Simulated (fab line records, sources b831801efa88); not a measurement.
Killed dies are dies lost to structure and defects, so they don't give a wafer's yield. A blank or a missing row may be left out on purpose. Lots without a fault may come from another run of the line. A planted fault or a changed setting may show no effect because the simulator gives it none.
fab line records | flow gf180mcu
record lots=11 wafers=33 last_day=34
route steps=602 shown VT_IMPLANT@108 PSD@257 M1@332 V1@339
lots that met no fault: from a run of the same line without faults
start_h: hours from the record's first day to the start of the lot's first wafer shown | wait_h: hours since the lot's step before | " the same as in the row above | L1.1+2: a row that stands for several wafers | - no value, or no start given | * or withheld: withheld | < > ~ a bound
route shown NAME@n: a module of which the file shows steps, and the number in the route of the first | usual: mean/standard deviation of fault-free wafers | same: alike in all rows | chamber/n: place in a boat | sites: the reading at each site | _std_site: their standard deviation | _edge_site: outer sites' mean less inner sites' | radius_mm: how far each site lies from the wafer's centre | mask NAME#n: copy n | behind: the tool/chamber that last shaped the wafer | hold: why the lot was held/for how many hours/how that ended | device: the transistor (n, p or np) that didn't switch | end of line: the same wafers' tests at the end of the route | a step without rows: its recipe alone | killed: dies lost to structure and defects at the first sort, not the wafer's yield | map: a wafer's dies, x killed, . not, _ none there
set.NAME: the setting as run; set.NAME@STEP: as run at that earlier step | model.NAME: the simulator's own value behind a step, which no gauge read
steps of the route over a sample of lots; a table a step, a row a wafer
services: from which hour (start_h, from the record's first day; less than 0 if before it) a tool's chamber was out of use, for how many hours, and why
## steps
# step GF_VT_IMPLANT_OVL_MEAS_18
# usual VT_IMPLANT_01_OVL=0.3/1.2
# columns lot.wafer tool chamber start_h wait_h VT_IMPLANT_01_OVL[nm]
L531.1 overlay-01 - 129.82 0.1 2.0
L531.4 " - " " 0.9
L531.5 " - " " 2.1
L532.1 overlay-01 - 133.00 0.1 0.0
L532.3 " - " " -0.6
L532.6 " - " " 0.2
L536.1 overlay-02 - 159.32 0.1 -0.6
L536.2 " - " " -0.5
L536.3 " - " " -0.5
L537.2 overlay-01 - 166.98 0.1 0.2
L537.4 " - " " 1.6
L537.6 " - " " 0.6
L538.1 overlay-02 - 172.77 0.1 -0.3
L538.4 " - " " -0.8
L538.5 " - " " 1.0
L546.1 overlay-02 - 220.80 0.1 1.4
L546.2 " - " " 1.7
L546.6 " - " " 1.2
L547.2 overlay-01 - 227.28 0.1 1.4
L547.4 " - " " -0.2
L547.5 " - " " 0.3
L549.1 overlay-02 - 239.45 0.1 0.0
L549.2 " - " " -1.7
L549.6 " - " " -1.4
L551.1 overlay-01 - 256.42 0.1 -0.7
L551.4 " - " " -1.1
L551.5 " - " " -0.5
L552.2 overlay-01 - 259.85 0.1 -0.9
L552.5 " - " " -1.7
L552.6 " - " " -2.5
L554.2 overlay-02 - 273.13 0.1 0.1
L554.3 " - " " -0.6
L554.4 " - " " 0.0
# step GF_PSD_IMPLANT_09
# recipe species=BF2 energy_kev=40 dose_cm2=1.5e+15 tilt_deg=7
# usual dose_ions_cm2=1.4997e+15/1.6e+12 end_station_pressure_torr=1.18e-05/6.2e-07 faraday_current_uA=8261/170 tilt_deg=6.998/0.019
# columns lot.wafer tool chamber start_h wait_h dose_ions_cm2 end_station_pressure_torr faraday_current_uA tilt_deg
L531.1 implanter-02 0 318.16 0.0 1.4976e+15 1.2e-05 8373 6.975
L531.4 " 0 " " 1.5017e+15 1.19e-05 8403 7.015
L531.5 " 0 " " 1.499e+15 1.18e-05 8429 7.000
L532.1 implanter-03 0 324.47 0.0 1.4988e+15 1.27e-05 8274 6.991
L532.3 " 0 " " 1.5002e+15 1.13e-05 7968 7.005
L532.6 " 0 " " 1.5024e+15 1.24e-05 8199 7.004
L536.1 implanter-02 0 361.96 0.0 1.4997e+15 1.22e-05 8139 6.994
L536.2 " 0 " " 1.5027e+15 1.29e-05 7888 7.000
L536.3 " 0 " " 1.4997e+15 1.23e-05 8194 6.996
L537.2 implanter-03 0 371.28 0.0 6.741e+14 7.8e-06 3830 7.016
L537.4 " 0 " " 6.749e+14 8.4e-06 3893 7.012
L537.6 " 0 " " 6.737e+14 8e-06 3786 6.980
L538.1 implanter-03 0 381.87 0.0 6.719e+14 7.5e-06 3790 6.983
L538.4 " 0 " " 6.74e+14 8.2e-06 3689 6.987
L538.5 " 0 " " 6.749e+14 7.9e-06 3696 7.002
L546.1 implanter-01 0 449.93 0.0 1.4998e+15 1.17e-05 8202 6.967
L546.2 " 0 " " 1.4997e+15 1.17e-05 8461 6.989
L546.6 " 0 " " 1.4984e+15 1.12e-05 8038 6.978
L547.2 implanter-03 0 454.58 0.0 1.5018e+15 1.22e-05 8365 6.972
L547.4 " 0 " " 1.5002e+15 1.27e-05 8288 6.975
L547.5 " 0 " " 1.4979e+15 1.19e-05 8375 6.993
L549.1 implanter-03 0 468.58 0.0 1.5004e+15 1.18e-05 8103 6.998
L549.2 " 0 " " 1.5011e+15 1.07e-05 8091 6.994
L549.6 " 0 " " 1.5011e+15 1.17e-05 8357 7.001
L551.1 implanter-01 0 490.97 0.0 1.5e+15 1.09e-05 8276 6.997
L551.4 " 0 " " 1.4996e+15 1.22e-05 8107 7.009
L551.5 " 0 " " 1.4987e+15 1.04e-05 8336 6.966
L552.2 implanter-01 0 495.53 0.0 1.4997e+15 1.19e-05 8455 7.010
L552.5 " 0 " " 1.499e+15 1.1e-05 8097 7.023
L552.6 " 0 " " 1.4991e+15 1.16e-05 8360 7.011
L554.2 implanter-01 0 509.45 0.0 1.4984e+15 1.17e-05 8352 7.011
L554.3 " 0 " " 1.499e+15 1.27e-05 8378 7.003
L554.4 " 0 " " 1.4996e+15 1.15e-05 8432 6.997
# step GF_PSD_STRIP_10
# recipe chemistry=O2/N2 power_w=1400 pressure_mtorr=1500 platen_temp_c=250 o2_flow_sccm=3000 n2_flow_sccm=300 overash_fraction=0.5
# usual drypump_motor_current_A=5.7/0.41 heater_power_w=332/29 oes_product_au=0.592/0.0044 strip_time_to_endpoint_s=16.52/0.035
# columns lot.wafer tool chamber start_h wait_h drypump_motor_current_A heater_power_w oes_product_au rf_hours_counter_h strip_time_to_endpoint_s
L531.1 plasma_asher-04 0 318.31 0.1 6.4 285 0.589 19 16.51
L531.4 " 1 " " 5.8 338 0.590 - 16.51
L531.5 " 0 " " 6.5 284 0.577 - 16.45
L532.1 plasma_asher-04 1 324.62 0.1 5.8 350 0.604 19 16.51
L532.3 " 0 " " 6.4 284 0.587 - 16.53
L532.6 " 0 " " 6.4 283 0.591 - 16.50
L536.1 plasma_asher-04 1 362.11 0.1 5.8 340 0.590 23 16.46
L536.2 " 0 " " 6.4 292 0.580 23 16.45
L536.3 " 0 " " 6.4 278 0.596 - 16.50
L537.2 plasma_asher-02 0 371.41 0.1 5.9 314 0.657 59 14.20
L537.4 " 0 " " 5.9 319 0.648 - 14.21
L537.6 " 0 " " 5.9 308 0.656 - 14.19
L538.1 plasma_asher-01 1 382.02 0.1 5.9 344 0.653 67 14.16
L538.4 " 1 " " 6.0 342 0.651 - 14.20
L538.5 " 1 " " 6.0 350 0.647 - 14.18
L546.1 plasma_asher-01 1 450.08 0.1 5.9 340 0.591 74 16.49
L546.2 " 0 " " 5.2 327 0.593 74 16.53
L546.6 " 0 " " 5.2 330 0.596 - 16.52
L547.2 plasma_asher-04 0 454.71 0.1 6.4 281 0.595 32 16.54
L547.4 " 1 " " 5.7 329 0.587 - 16.56
L547.5 " 0 " " 6.4 278 0.590 - 16.53
L549.1 plasma_asher-01 1 468.73 0.1 6.0 346 0.592 76 16.50
L549.2 " 0 " " 5.2 326 0.594 76 16.52
L549.6 " 1 " " 6.0 346 0.587 - 16.45
L551.1 plasma_asher-02 0 491.12 0.1 5.9 307 0.591 73 16.54
L551.4 " 1 " " 5.4 392 0.588 - 16.51
L551.5 " 0 " " 5.9 311 0.589 - 16.53
L552.2 plasma_asher-01 1 495.66 0.1 5.9 339 0.582 79 16.50
L552.5 " 1 " " 6.0 345 0.597 - 16.50
L552.6 " 0 " " 5.2 333 0.587 - 16.49
L554.2 plasma_asher-01 0 509.57 0.1 5.2 326 0.594 80 16.53
L554.3 " 0 " " 5.2 327 0.585 - 16.56
L554.4 " 1 " " 6.0 344 0.591 - 16.53
# step GF_PSD_TW_MEAS_11
# usual PSD_TW=3200/13
# columns lot.wafer tool chamber start_h wait_h PSD_TW
L531.1 film_metro-02 - 318.41 0.1 3197
L531.4 " - " " 3176
L531.5 " - " " 3191
L532.1 film_metro-02 - 324.72 0.1 3189
L532.3 " - " " 3183
L532.6 " - " " 3205
L536.1 film_metro-03 - 362.21 0.1 3218
L536.2 " - " " 3203
L536.3 " - " " 3214
L537.2 film_metro-02 - 371.52 0.1 2647
L537.4 " - " " 2642
L537.6 " - " " 2659
L538.1 film_metro-01 - 382.12 0.1 2625
L538.4 " - " " 2637
L538.5 " - " " 2633
L546.1 film_metro-03 - 450.18 0.1 3187
L546.2 " - " " 3182
L546.6 " - " " 3211
L547.2 film_metro-02 - 454.82 0.1 3201
L547.4 " - " " 3186
L547.5 " - " " 3184
L549.1 film_metro-02 - 468.83 0.1 3188
L549.2 " - " " 3208
L549.6 " - " " 3188
L551.1 film_metro-01 - 491.22 0.1 3211
L551.4 " - " " 3224
L551.5 " - " " 3211
L552.2 film_metro-02 - 495.77 0.1 3216
L552.5 " - " " 3202
L552.6 " - " " 3212
L554.2 film_metro-02 - 509.68 0.1 3203
L554.3 " - " " 3218
L554.4 " - " " 3214
# step GF_PSD_RS_MEAS_15
# recipe thk_meas_gauge=four-point-probe
# usual PSD_RS=108.53/0.29
# columns lot.wafer tool chamber start_h wait_h PSD_RS[ohm/sq]
L531.1 film_metro-02 - 318.72 0.1 108.31
L531.4 " - " " 108.96
L531.5 " - " " 108.47
L532.1 film_metro-02 - 325.04 0.1 108.93
L532.3 " - " " 108.88
L532.6 " - " " 108.59
L536.1 film_metro-02 - 362.52 0.1 108.91
L536.2 " - " " 108.76
L536.3 " - " " 108.72
L537.2 film_metro-01 - 371.84 0.1 178.69
L537.4 " - " " 179.04
L537.6 " - " " 177.87
L538.1 film_metro-01 - 382.52 0.1 180.48
L538.4 " - " " 180.54
L538.5 " - " " 180.32
L546.1 film_metro-03 - 450.54 0.1 108.21
L546.2 " - " " 107.91
L546.6 " - " " 107.97
L547.2 film_metro-03 - 455.14 0.1 108.29
L547.4 " - " " 108.38
L547.5 " - " " 108.37
L549.1 film_metro-02 - 469.14 0.1 108.82
L549.2 " - " " 108.44
L549.6 " - " " 108.50
L551.1 film_metro-02 - 491.53 0.1 108.39
L551.4 " - " " 108.32
L551.5 " - " " 108.67
L552.2 film_metro-02 - 496.09 0.1 108.18
L552.5 " - " " 108.34
L552.6 " - " " 108.30
L554.2 film_metro-02 - 510.01 0.1 108.54
L554.3 " - " " 108.57
L554.4 " - " " 108.93
# step GF_M1_STRIP_17
# recipe chemistry=O2/N2 power_w=1400 pressure_mtorr=1500 platen_temp_c=250 o2_flow_sccm=3000 n2_flow_sccm=300 overash_fraction=0.5
# usual drypump_motor_current_A=6.0/0.35 heater_power_w=318/30 oes_product_au=0.539/0.0051 strip_time_to_endpoint_s=7.40/0.05
# columns lot.wafer tool chamber start_h wait_h drypump_motor_current_A heater_power_w oes_product_au rf_hours_counter_h strip_time_to_endpoint_s
L531.1 plasma_asher-04 0 387.98 0.1 6.5 280 0.547 26 7.42
L531.4 " 1 " " 5.8 336 0.530 - 7.40
L531.5 " 1 " " 5.8 337 0.544 - 7.43
L532.1 plasma_asher-03 0 395.10 0.1 6.3 316 0.534 79 7.29
L532.3 " 1 " " 5.7 292 0.527 - 7.38
L532.6 " 0 " " 6.3 311 0.535 - 7.37
L536.1 plasma_asher-02 0 435.36 0.2 5.9 303 0.547 67 7.54
L536.2 " 1 " " 5.4 374 0.542 67 7.48
L536.3 " 0 " " 5.9 301 0.539 - 7.48
L537.2 plasma_asher-03 0 446.52 0.2 6.3 304 0.544 2 7.49
L537.4 " 0 " " 6.3 303 0.536 - 7.52
L537.6 " 0 " " 6.3 320 0.546 - 7.50
L538.1 plasma_asher-03 1 457.10 0.1 5.7 302 0.539 3 7.41
L538.4 " 0 " " 6.3 303 0.542 - 7.44
L538.5 " 0 " " 6.3 312 0.546 - 7.39
L546.1 plasma_asher-04 1 524.85 0.1 5.8 342 0.534 40 7.41
L546.2 " 0 " " 6.4 283 0.546 40 7.39
L546.6 " 0 " " 6.4 283 0.543 - 7.45
L547.2 plasma_asher-04 1 530.00 0.1 5.7 331 0.546 40 7.45
L547.4 " 0 " " 6.5 285 0.540 - 7.41
L547.5 " 1 " " 5.7 337 0.545 - 7.41
L549.1 plasma_asher-02 1 542.83 0.1 5.4 392 0.536 79 7.39
L549.2 " 0 " " 5.9 318 0.539 79 7.44
L549.6 " 0 " " 5.9 312 0.543 - 7.39
L551.1 plasma_asher-04 1 563.11 0.2 5.7 338 0.533 44 7.35
L551.4 " 1 " " 5.8 337 0.536 - 7.33
L551.5 " 1 " " 5.8 336 0.535 - 7.32
L552.2 plasma_asher-04 1 567.55 0.1 5.8 341 0.538 44 7.40
L552.5 " 1 " " 5.8 326 0.536 - 7.37
L552.6 " 0 " " 6.4 291 0.539 - 7.39
L554.2 plasma_asher-02 1 581.80 0.1 5.4 383 0.544 83 7.38
L554.3 " 1 " " 5.4 393 0.540 - 7.38
L554.4 " 0 " " 5.9 302 0.543 - 7.38
# step GF_V1_CMP_04
# recipe material=SiO2 down_force_psi=4 platen_rpm=60 pad_velocity_m_s=0.94248
# usual motor_current_A=12.1/1 time_to_endpoint_s=78/7.3
# columns lot.wafer tool chamber start_h wait_h motor_current_A time_to_endpoint_s
L531.1 cmp-01 0 388.89 0.1 11.3 78
L531.4 " 1 " " 10.4 82
L531.5 " 2 " " 12.5 81
L532.3 cmp-02 3 396.57 0.3 14.0 90
L532.1 " 2 " " 11.0 84
L532.6 " 0 " " 11.6 100
L536.1 cmp-01 3 436.19 0.1 13.3 81
L536.3 " 0 " " 11.2 75
L536.2 " 1 " " 10.9 75
L537.4 cmp-02 3 447.42 0.1 13.7 86
L537.2 " 0 " " 11.1 76
L537.6 " 2 " " 12.5 77
L538.4 cmp-02 0 457.99 0.0 11.8 70
L538.1 " 2 " " 12.0 72
L538.5 " 1 " " 11.9 74
L546.2 cmp-02 1 525.71 0.1 10.8 65
L546.1 " 2 " " 12.4 65
L546.6 " 1 " " 11.5 76
L547.4 cmp-02 3 531.09 0.3 14.0 84
L547.2 " 0 " " 10.8 89
L547.5 " 3 " " 13.6 91
L549.1 cmp-01 0 543.62 0.1 11.3 79
L549.2 " 1 " " 10.6 89
L549.6 " 0 " " 11.2 81
L551.4 cmp-02 3 564.00 0.1 13.3 80
L551.1 " 0 " " 12.3 81
L551.5 " 2 " " 12.1 72
L552.2 cmp-02 0 568.49 0.2 11.9 84
L552.6 " 1 " " 10.8 88
L552.5 " 2 " " 12.6 76
L554.4 cmp-01 2 582.64 0.1 12.6 75
L554.2 " 3 " " 13.6 72
L554.3 " 0 " " 11.0 81
## services
# columns tool chamber start_h hours kind
cmp-02 - 295.15 0.2 repair
implanter-03 - 305.22 4.0 repair
cmp-01 - 309.29 1.0 repair
implanter-01 - 309.77 7.9 repair
cmp-01 - 323.68 1.5 repair
cmp-01 - 325.20 5.6 pm
plasma_asher-01 - 331.99 1.3 repair
implanter-01 - 336.28 4.9 pm
cmp-01 - 339.01 5.7 repair
cmp-02 - 358.22 1.1 repair
implanter-03 - 359.34 5.8 repair
cmp-01 - 376.79 1.2 repair
cmp-02 - 383.60 1.7 repair
cmp-02 - 404.00 4.0 pm
implanter-03 - 415.03 4.7 pm
cmp-01 - 423.71 2.8 repair
cmp-01 - 426.53 6.1 pm
plasma_asher-04 - 447.95 3.7 repair
plasma_asher-04 - 451.69 2.8 pm
cmp-01 - 459.43 15.1 pm
cmp-01 - 498.85 0.6 repair
plasma_asher-01 - 501.59 2.8 pm
implanter-01 - 506.57 2.8 repair
plasma_asher-01 - 515.56 2.4 repair
## key
first_sign step=GF_PSD_IMPLANT_09 reading=dose_ions_cm2 direction=down sigmas=99+ usual=1.4997e+15 struck=6.739e+14
effect step=GF_PSD_IMPLANT_09 reading=faraday_current_uA direction=down sigmas=26 usual=8261 struck=3781
effect step=GF_PSD_STRIP_10 reading=strip_time_to_endpoint_s direction=down sigmas=66 usual=* struck=*
effect step=GF_PSD_TW_MEAS_11 reading=PSD_TW direction=down sigmas=43 usual=3200 struck=2641
effect step=GF_PSD_RS_MEAS_15 reading=PSD_RS direction=up sigmas=99+ usual=108.53 struck=179.49
met_at GF_PSD_IMPLANT_09
struck_lots L537,L538
tester_left_out L537,L538
not_acting_at GF_VT_IMPLANT_OVL_MEAS_18,GF_M1_STRIP_17,GF_V1_CMP_04
onset_between 324.47 371.28
fault kind=process_parameter_drift tool=implanter-03 chamber=- onset_h=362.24 steps=GF_PSD_IMPLANT_09 channel=dose_cm2 offset=-8.2545e+14 shape=step end_h=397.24 acts_in=these_recipes_only stated=1.5e+15
# tester_left_out: of these lots the tester's yield and bins aren't shown, on N5 and GAA mostly nor the transistor test; their killed dies are dies lost to structure and defects alone, not to doping, threshold or leakage, so they don't give the yield
